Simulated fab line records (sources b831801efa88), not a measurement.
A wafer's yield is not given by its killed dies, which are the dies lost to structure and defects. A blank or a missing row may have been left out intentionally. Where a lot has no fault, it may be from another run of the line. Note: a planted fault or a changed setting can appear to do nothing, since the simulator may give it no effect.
Which tool did it?    flow gf180mcu    24 lots, 72 wafers sampled, at 6 steps of a route of 602

== WHAT EACH GAUGE READ, for each wafer ==
GF_V1_THK_MEAS_25: measures by xrf. Usual: V1_W_THK 349 nm, standard deviation 4.1.
lot   measured      on             V1_W_THK (nm)  flag
L074  day 17 23:15  film metro-02  360 361 358    
L075  day 18 11:11  film metro-01  348 354 355    
L076  day 18 18:05  film metro-01  351 348 347    
L077  day 19 01:46  film metro-02  349 349 348    
L078  day 19 17:54  film metro-01  354 353 351    
L079  day 20 06:49  film metro-02  346 351 346    
L080  day 20 12:57  film metro-01  347 348 345    
L081  day 20 23:25  film metro-03  345 345 344    
L082  day 21 20:21  film metro-02  350 348 354    
L083  day 22 02:38  film metro-01  353 356 352    
L084  day 22 03:35  film metro-02  349 345 347    
L086  day 22 19:12  film metro-01  342 344 343    
L085  day 22 20:32  film metro-03  346 345 345    
L087  day 23 11:18  film metro-03  348 350 351    
L088  day 23 19:01  film metro-02  351 354 350    
L089  day 23 19:38  film metro-01  346 342 343    
L090  day 24 06:28  film metro-01  346 348 351    
L091  day 24 16:22  film metro-03  349 348 343    
L092  day 24 22:51  film metro-03  341 343 342    
L094  day 25 08:15  film metro-02  347 349 344    
L093  day 25 09:28  film metro-01  353 355 348    
L095  day 25 16:43  film metro-01  353 353 346    
L096  day 25 19:15  film metro-02  343 344 346    
L097  day 26 03:12  film metro-03  349 360 351    

GF_V3_THK_MEAS_03. Usual: V3_CVD_02_THK 851 nm, standard deviation 12.
lot   measured      on             V3_CVD_02_THK (nm)  flag
L074  day 21 08:57  film metro-03  845 867 858         
L075  day 21 14:45  film metro-02  849 853 838         
L076  day 21 23:32  film metro-01  826 844 836         
L077  day 22 06:26  film metro-02  822 836 851         
L078  day 22 22:11  film metro-03  851 863 868         
L079  day 23 09:34  film metro-02  851 838 852         
L080  day 23 16:21  film metro-01  838 850 854         
L081  day 24 00:50  film metro-02  857 855 852         
L082  day 24 21:26  film metro-01  833 844 847         
L083  day 25 02:47  film metro-01  846 834 871         
L084  day 25 03:17  film metro-01  844 849 864         
L086  day 25 20:19  film metro-02  851 853 850         
L085  day 25 19:37  film metro-03  848 844 839         
L087  day 26 08:23  film metro-03  847 856 855         
L088  day 26 14:34  film metro-01  849 850 848         
L089  day 26 16:41  film metro-01  831 840 848         
L090  day 27 02:31  film metro-03  854 860 853         
L091  day 27 10:35  film metro-03  859 865 862         
L092  day 27 18:02  film metro-03  855 870 865         
L094  day 28 00:57  film metro-02  856 852 866         
L093  day 28 01:55  film metro-03  845 876 880         
L095  day 28 09:51  film metro-03  838 847 843         
L096  day 28 11:34  film metro-01  841 852 861         
L097  day 28 19:25  film metro-02  856 866 860         

GF_M4_RS_MEAS_05: measurement is done with a four-point probe. Usual: M4_ALCU_RS 0.0693 ohm/sq, standard deviation 0.00089.
lot   measured      on             M4_ALCU_RS (ohm/sq)   flag
L074  day 22 11:04  film metro-02  0.0703 0.0692 0.0709  
L075  day 22 16:22  film metro-01  0.0689 0.0684 0.0679  
L076  day 23 01:13  film metro-01  0.0702 0.0691 0.0695  
L077  day 23 06:54  film metro-02  0.0705 0.0694 0.0693  
L078  day 23 22:58  film metro-02  0.0698 0.0686 0.0708  
L079  day 24 09:50  film metro-04  0.0674 0.0672 0.0674  
L080  day 24 18:02  film metro-04  0.0689 0.0694 0.0704  
L081  day 25 01:50  film metro-01  0.0688 0.0682 0.0688  
L082  day 25 20:47  film metro-04  0.0697 0.0701 0.0700  
L083  day 26 01:59  film metro-01  0.0699 0.0712 0.0707  
L084  day 26 02:38  film metro-01  0.0682 0.0696 0.0684  
L086  day 26 19:32  film metro-02  0.0673 0.0682 0.0679  
L085  day 26 18:37  film metro-01  0.0694 0.0686 0.0691  
L087  day 27 06:35  film metro-01  0.0704 0.0706 0.0707  
L088  day 27 13:19  film metro-02  0.0689 0.0681 0.0684  
L089  day 27 15:07  film metro-01  0.0701 0.0713 0.0696  
L090  day 28 00:46  film metro-01  0.0699 0.0688 0.0692  
L091  day 28 07:43  film metro-02  0.0695 0.0685 0.0695  
L092  day 28 15:55  film metro-01  0.0699 0.0692 0.0704  
L094  day 28 22:23  film metro-02  0.0689 0.0682 0.0682  
L093  day 28 23:28  film metro-02  0.0677 0.0687 0.0688  
L095  day 29 06:52  film metro-01  0.0688 0.0688 0.0700  
L096  day 29 08:44  film metro-01  0.0688 0.0695 0.0700  
L097  day 29 16:55  film metro-02  0.0694 0.0700 0.0697  

== WHICH TOOL RAN EACH LOT (tool, then ch and the chambers of the sampled wafers, then the start) ==
lot   GF_M1_STRIP_17                        GF_V1_SPUTTER_21              GF_V2_CMP_04
L074  plasma asher-04 ch 1, day 16 22:28    pvd sputter-02, day 17 22:55  cmp-02 ch 0,1,3, day 19 05:32
L075  plasma asher-02 ch 0,1, day 17 09:46  pvd sputter-01, day 18 10:52  cmp-01 ch 1,2,3, day 19 12:43
L076  plasma asher-04 ch 1, day 17 16:35    pvd sputter-01, day 18 17:46  cmp-01 ch 0,1, day 19 21:15
L077  plasma asher-01 ch 0,1, day 17 23:32  pvd sputter-01, day 19 01:26  cmp-01 ch 1,2,3, day 20 03:33
L078  plasma asher-01 ch 0,1, day 18 15:15  pvd sputter-04, day 19 17:34  cmp-02 ch 0,2,3, day 20 19:27
L079  plasma asher-02 ch 0,1, day 19 04:29  pvd sputter-01, day 20 06:28  cmp-01 ch 0,3, day 21 08:03
L080  plasma asher-01 ch 0,1, day 19 10:56  pvd sputter-01, day 20 12:37  cmp-02 ch 0,3, day 21 14:02
L081  plasma asher-02 ch 0,1, day 19 21:08  pvd sputter-01, day 20 23:05  cmp-01 ch 1,2, day 22 00:35
L082  plasma asher-02 ch 0, day 20 18:10    pvd sputter-02, day 21 20:01  cmp-01 ch 0,2,3, day 22 21:43
L083  plasma asher-01 ch 0,1, day 21 00:46  pvd sputter-01, day 22 02:19  cmp-01 ch 0,1,2, day 23 03:01
L084  plasma asher-02 ch 0,1, day 21 01:25  pvd sputter-04, day 22 03:16  cmp-01 ch 1,2, day 23 04:26
L086  plasma asher-04 ch 0,1, day 21 17:41  pvd sputter-01, day 22 18:50  cmp-01 ch 1,2,3, day 23 19:35
L085  plasma asher-01 ch 0,1, day 21 19:03  pvd sputter-04, day 22 20:10  cmp-01 ch 0,2,3, day 23 21:00
L087  plasma asher-02 ch 0,1, day 22 09:41  pvd sputter-01, day 23 10:58  cmp-02 ch 0,1, day 24 10:47
L088  plasma asher-01 ch 0,1, day 22 18:14  pvd sputter-01, day 23 18:40  cmp-02 ch 0,1,2, day 24 18:35
L089  plasma asher-01 ch 0,1, day 22 18:50  pvd sputter-04, day 23 19:19  cmp-01 ch 0,1,2, day 24 18:49
L090  plasma asher-01 ch 0,1, day 23 04:44  pvd sputter-01, day 24 06:07  cmp-01 ch 1,2,3, day 25 05:32
L091  plasma asher-01 ch 0,1, day 23 13:56  pvd sputter-02, day 24 16:00  cmp-02 ch 0,2,3, day 25 15:12
L092  plasma asher-01 ch 0,1, day 23 22:46  pvd sputter-04, day 24 22:31  cmp-02 ch 0,1,2, day 25 22:25
L094  plasma asher-02 ch 0,1, day 24 07:28  pvd sputter-01, day 25 07:55  cmp-02 ch 0,1,3, day 26 06:04
L093  plasma asher-04 ch 0,1, day 24 09:37  pvd sputter-02, day 25 09:06  cmp-02 ch 0,1,2, day 26 06:56
L095  plasma asher-04 ch 0,1, day 24 16:01  pvd sputter-04, day 25 16:23  cmp-02 ch 0,2,3, day 26 14:57
L096  plasma asher-01 ch 0,1, day 24 19:40  pvd sputter-02, day 25 18:54  cmp-01 ch 0,2,3, day 26 17:22
L097  plasma asher-04 ch 0,1, day 25 03:28  pvd sputter-04, day 26 02:50  cmp-01 ch 0,2,3, day 27 00:53
- GF_M1_STRIP_17: strips in O2/N2.
- GF_V1_SPUTTER_21: material Ti, target thk 15 nm, time 80.02 s.
- GF_V2_CMP_04: polishes SiO2.

== WHAT THE TOOLS THEMSELVES READ (means of the sampled wafers that have a number; where no wafer has one, the mark that the record gives instead) ==
GF_M1_STRIP_17. Usual: drypump motor current A 5.5 A, standard deviation 0.59; heater power w 329 W, standard deviation 23; oes product au 0.558 a.u., standard deviation 0.0047; strip time to endpoint s 7.87 s, standard deviation 0.043.
lot   tool             drypump motor current A (A)  heater power w (W)  oes product au (a.u.)  strip time to endpoint s (s)  flag
L074  plasma asher-04  6.5                          336                 0.557                  7.84                          
L075  plasma asher-02  5.5                          335                 0.556                  7.85                          
L076  plasma asher-04  6.5                          331                 0.554                  7.79                          
L077  plasma asher-01  5.3                          341                 0.562                  7.89                          
L078  plasma asher-01  5.3                          337                 0.557                  7.80                          
L079  plasma asher-02  5.3                          315                 0.558                  7.82                          
L080  plasma asher-01  5.3                          339                 0.556                  7.83                          
L081  plasma asher-02  5.3                          316                 0.562                  7.94                          
L082  plasma asher-02  5.6                          336                 0.559                  7.87                          
L083  plasma asher-01  5.7                          345                 0.557                  7.87                          
L084  plasma asher-02  5.4                          324                 0.557                  7.86                          
L086  plasma asher-04  5.5                          299                 0.558                  7.88                          
L085  plasma asher-01  5.3                          346                 0.561                  7.94                          
L087  plasma asher-02  5.3                          317                 0.559                  7.87                          
L088  plasma asher-01  5.7                          351                 0.562                  7.96                          
L089  plasma asher-01  5.3                          343                 0.559                  7.84                          
L090  plasma asher-01  5.7                          348                 0.550                  7.83                          
L091  plasma asher-01  5.7                          344                 0.559                  7.89                          
L092  plasma asher-01  5.7                          353                 0.557                  7.90                          
L094  plasma asher-02  5.4                          328                 0.558                  7.88                          
L093  plasma asher-04  6.0                          319                 0.556                  7.87                          
L095  plasma asher-04  5.5                          300                 0.555                  7.87                          
L096  plasma asher-01  5.7                          344                 0.557                  7.88                          
L097  plasma asher-04  5.5                          299                 0.560                  7.92                          

GF_V1_SPUTTER_21. Usual: throttle valve pct at 29.6 %, with a standard deviation of 0.97.
lot   tool            throttle valve pct (%)  flag
L074  pvd sputter-02  29.6                    
L075  pvd sputter-01  28.8                    
L076  pvd sputter-01  29.4                    
L077  pvd sputter-01  29.6                    
L078  pvd sputter-04  29.9                    
L079  pvd sputter-01  28.8                    
L080  pvd sputter-01  29.8                    
L081  pvd sputter-01  28.8                    
L082  pvd sputter-02  30.1                    
L083  pvd sputter-01  29.4                    
L084  pvd sputter-04  29.6                    
L086  pvd sputter-01  29.5                    
L085  pvd sputter-04  29.3                    
L087  pvd sputter-01  29.7                    
L088  pvd sputter-01  29.7                    
L089  pvd sputter-04  29.3                    
L090  pvd sputter-01  28.8                    
L091  pvd sputter-02  30.4                    
L092  pvd sputter-04  29.8                    
L094  pvd sputter-01  28.7                    
L093  pvd sputter-02  30.5                    
L095  pvd sputter-04  29.3                    
L096  pvd sputter-02  30.8                    
L097  pvd sputter-04  28.8                    

GF_V2_CMP_04. Usual: motor current A 12.3 A, standard deviation 1; slurry filter dp kPa 13.50 kPa, standard deviation 0.14; time to endpoint s 85 s, standard deviation 6.9.
lot   tool    motor current A (A)  slurry filter dp kPa (kPa)  time to endpoint s (s)  flag
L074  cmp-02  12.2                 13.37                       80                      
L075  cmp-01  12.8                 13.41                       85                      
L076  cmp-01  12.0                 13.58                       87                      
L077  cmp-01  12.7                 13.50                       89                      
L078  cmp-02  11.2                 13.56                       81                      
L079  cmp-01  12.2                 13.54                       92                      
L080  cmp-02  11.8                 13.45                       77                      
L081  cmp-01  12.4                 13.57                       90                      
L082  cmp-01  12.5                 13.52                       90                      
L083  cmp-01  12.2                 13.48                       94                      
L084  cmp-01  12.3                 13.58                       87                      
L086  cmp-01  12.7                 13.50                       90                      
L085  cmp-01  12.1                 13.59                       89                      
L087  cmp-02  13.2                 13.50                       82                      
L088  cmp-02  12.0                 13.45                       76                      
L089  cmp-01  12.2                 13.49                       86                      
L090  cmp-01  12.5                 13.56                       83                      
L091  cmp-02  11.4                 13.42                       76                      
L092  cmp-02  12.1                 13.52                       85                      
L094  cmp-02  12.8                 13.56                       73                      
L093  cmp-02  12.0                 13.39                       86                      
L095  cmp-02  11.4                 13.47                       87                      
L096  cmp-01  12.6                 13.56                       83                      
L097  cmp-01  12.6                 13.59                       83                      

== THE ANSWER, worked out from the rows above alone ==
Rule: take the mean of a lot's wafers that have a number; if it is more than 3 standard deviations from the usual mean, the lot is off. Also off: a lot with no number at a reading for which 4 or more lots have one. All remaining lots with rows at the step are treated as sound. Order of review: gauges by route order, followed by the tools' own readings, for which a lot's mean as printed above is used. The first step at which some lot is off is used, and at that step the reading that is off furthest; a lot without a number counts as furthest.
No lot is off on any of the readings shown, so nothing can be concluded from this.

== WHAT THE SIMULATOR HAD PUT IN ==
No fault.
